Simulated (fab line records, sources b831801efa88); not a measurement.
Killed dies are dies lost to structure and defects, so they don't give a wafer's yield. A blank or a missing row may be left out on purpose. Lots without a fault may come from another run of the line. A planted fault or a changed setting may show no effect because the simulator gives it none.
Chamber matching | flow sky130 | SKY_CAP2M_CVD_00 on pecvd-03: 3 sister chambers
The step deposits SiO2, target thk 15.5 nm. 6 wafers are shown with their chamber, then 9 later ones without.

WAFERS WITH THEIR CHAMBER
wafer  | chamber | heater_power_w (W)
L082.4 | 1       | 572
L088.4 | 0       | 571
L088.5 | 2       | 545
L089.3 | 2       | 577
L089.4 | 0       | 664
L089.6 | 1       | 554

WAFERS WITHOUT THEIR CHAMBER
wafer  | heater_power_w (W)
L095.2 | 566
L095.3 | 561
L095.5 | 569
L096.1 | 557
L096.2 | 654
L096.3 | 554
L096.4 | 578
L096.5 | 558
L096.6 | 646

WHICH CHAMBER EACH WENT THROUGH
wafer  | from the rows above          | in truth
L095.2 | can't be placed: 1 or 2 or 0 | 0
L095.3 | can't be placed: 2 or 1 or 0 | 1
L095.5 | can't be placed: 1 or 2 or 0 | 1
L096.1 | can't be placed: 2 or 1 or 0 | 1
L096.2 | can't be placed: 0 or 1 or 2 | 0
L096.3 | can't be placed: 2 or 1 or 0 | 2
L096.4 | can't be placed: 1 or 2 or 0 | 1
L096.5 | can't be placed: 2 or 1 or 0 | 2
L096.6 | can't be placed: 0 or 1 or 2 | 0
Placed correctly: 0 of 9. Can't be placed from these rows: 9 (the true chamber is among the candidates in 9). Placed wrongly: 0.
How it was worked out, from the rows above alone: a wafer's distance from a chamber is the root of the sum, over the readings, of the square of ((its reading less the chamber's mean) divided by the reading's scatter). The wafer belongs to the nearest chamber; if the next one is less than 2 further off, it can't be placed. A chamber's mean is the mean of its shown wafers. The scatter: the root of (the sum of the squares of (reading less its chamber's mean) over the shown wafers, divided by (wafers less chambers)).
